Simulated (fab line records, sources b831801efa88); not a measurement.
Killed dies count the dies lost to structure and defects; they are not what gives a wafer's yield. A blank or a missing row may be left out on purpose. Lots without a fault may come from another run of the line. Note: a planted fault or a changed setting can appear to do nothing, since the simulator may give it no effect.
Which of the tools did it? :: flow gf180mcu :: Sampling: 13 lots, 39 wafers, 2 of 602 route steps

## WHAT THE GAUGES READ, wafer by wafer
GF_V4_THK_MEAS_25: measures by xrf.
lot: L478
measured: day 25 00:13
on: film metro-01
V4_W_THK (nm): 367 361 368

lot: L479
measured: day 25 03:07
on: film metro-02
V4_W_THK (nm): 367 369 370

lot: L482
measured: day 26 00:04
on: film metro-02
V4_W_THK (nm): 369 359 362

lot: L483
measured: day 26 10:50
on: film metro-01
V4_W_THK (nm): 364 361 357

lot: L484
measured: day 27 00:08
on: film metro-01
V4_W_THK (nm): 365 362 367

lot: L485
measured: day 27 02:40
on: film metro-03
V4_W_THK (nm): 378 369 358

lot: L486
measured: day 27 11:17
on: film metro-02
V4_W_THK (nm): 382 361 379

lot: L487
measured: day 27 22:36
on: film metro-02
V4_W_THK (nm): 362 357 377

lot: L488
measured: day 28 03:04
on: film metro-03
V4_W_THK (nm): 367 363 369

lot: L489
measured: day 28 12:12
on: film metro-03
V4_W_THK (nm): 376 379 359

lot: L496
measured: day 30 19:19
on: film metro-02
V4_W_THK (nm): 362 358 359

lot: L497
measured: day 30 20:43
on: film metro-02
V4_W_THK (nm): 372 366 362

lot: L499
measured: day 31 12:37
on: film metro-02
V4_W_THK (nm): 359 358 360

## EACH LOT AND THE TOOL THAT RAN IT (in order: tool; ch and the chambers of the sampled wafers; start)
lot: L478
GF_V4_CVD_23: cvd w-02 ch 0,1, day 24 23:58

lot: L479
GF_V4_CVD_23: cvd w-02 ch 0,1, day 25 02:55

lot: L482
GF_V4_CVD_23: cvd w-02 ch 0,1, day 25 23:46

lot: L483
GF_V4_CVD_23: cvd w-02 ch 0,1, day 26 10:36

lot: L484
GF_V4_CVD_23: cvd w-02 ch 0,1, day 26 23:54

lot: L485
GF_V4_CVD_23: cvd w-01 ch 0,1, day 27 02:26

lot: L486
GF_V4_CVD_23: cvd w-01 ch 0,1, day 27 11:03

lot: L487
GF_V4_CVD_23: cvd w-02 ch 0,1, day 27 22:23

lot: L488
GF_V4_CVD_23: cvd w-02 ch 0, day 28 02:50

lot: L489
GF_V4_CVD_23: cvd w-01 ch 0,1, day 28 11:58

lot: L496
GF_V4_CVD_23: cvd w-02 ch 0,1, day 30 19:04

lot: L497
GF_V4_CVD_23: cvd w-01 ch 0,1, day 30 20:31

lot: L499
GF_V4_CVD_23: cvd w-02 ch 0,1, day 31 12:22
- GF_V4_CVD_23: deposits W, target thk 350 nm, time 104.9 s.

## AS READ BY THE TOOLS THEMSELVES (means over the sampled wafers that have a number; for cases with no such wafer, the mark the record gives instead)
GF_V4_CVD_23.
lot: L478
tool: cvd w-02
heater power w (W): 798
susceptor temp C (C): 400.13

lot: L479
tool: cvd w-02
heater power w (W): 823
susceptor temp C (C): 400.00

lot: L482
tool: cvd w-02
heater power w (W): 804
susceptor temp C (C): 400.07

lot: L483
tool: cvd w-02
heater power w (W): 812
susceptor temp C (C): 399.97

lot: L484
tool: cvd w-02
heater power w (W): 803
susceptor temp C (C): 399.99

lot: L485
tool: cvd w-01
heater power w (W): 834
susceptor temp C (C): 400.20

lot: L486
tool: cvd w-01
heater power w (W): 833
susceptor temp C (C): 400.04

lot: L487
tool: cvd w-02
heater power w (W): 816
susceptor temp C (C): 399.91

lot: L488
tool: cvd w-02
heater power w (W): 839
susceptor temp C (C): 399.80

lot: L489
tool: cvd w-01
heater power w (W): 843
susceptor temp C (C): 400.16

lot: L496
tool: cvd w-02
heater power w (W): 805
susceptor temp C (C): 400.11

lot: L497
tool: cvd w-01
heater power w (W): 881
susceptor temp C (C): 399.80

lot: L499
tool: cvd w-02
heater power w (W): 818
susceptor temp C (C): 400.09

## THE ANSWER, worked out from the rows above alone
Rule: what is usual is taken from the lots themselves. Put in order of their means at a reading, lots are off if they are a third of the lots or fewer, leave a main group of 4 or more, and stand apart from it by a gap of 3 or more times the standard deviation of the main group's means; of several such gaps the widest counts. A main group is skipped when, at the precision printed for the reading in the tables above, its means are all equal. Also off: a lot with no number at a reading for which 4 or more lots have one. The other lots that the step has rows for count as sound. The gauges are gone through in route order, then the tools' own readings, and for those a lot's mean is taken as printed above. At the first step where some lot is off, the reading lying furthest off is the one used; lots without a number count as furthest.
None of the lots is off at any reading shown; this tells nothing.

## WHAT THE SIMULATOR HAD INSERTED
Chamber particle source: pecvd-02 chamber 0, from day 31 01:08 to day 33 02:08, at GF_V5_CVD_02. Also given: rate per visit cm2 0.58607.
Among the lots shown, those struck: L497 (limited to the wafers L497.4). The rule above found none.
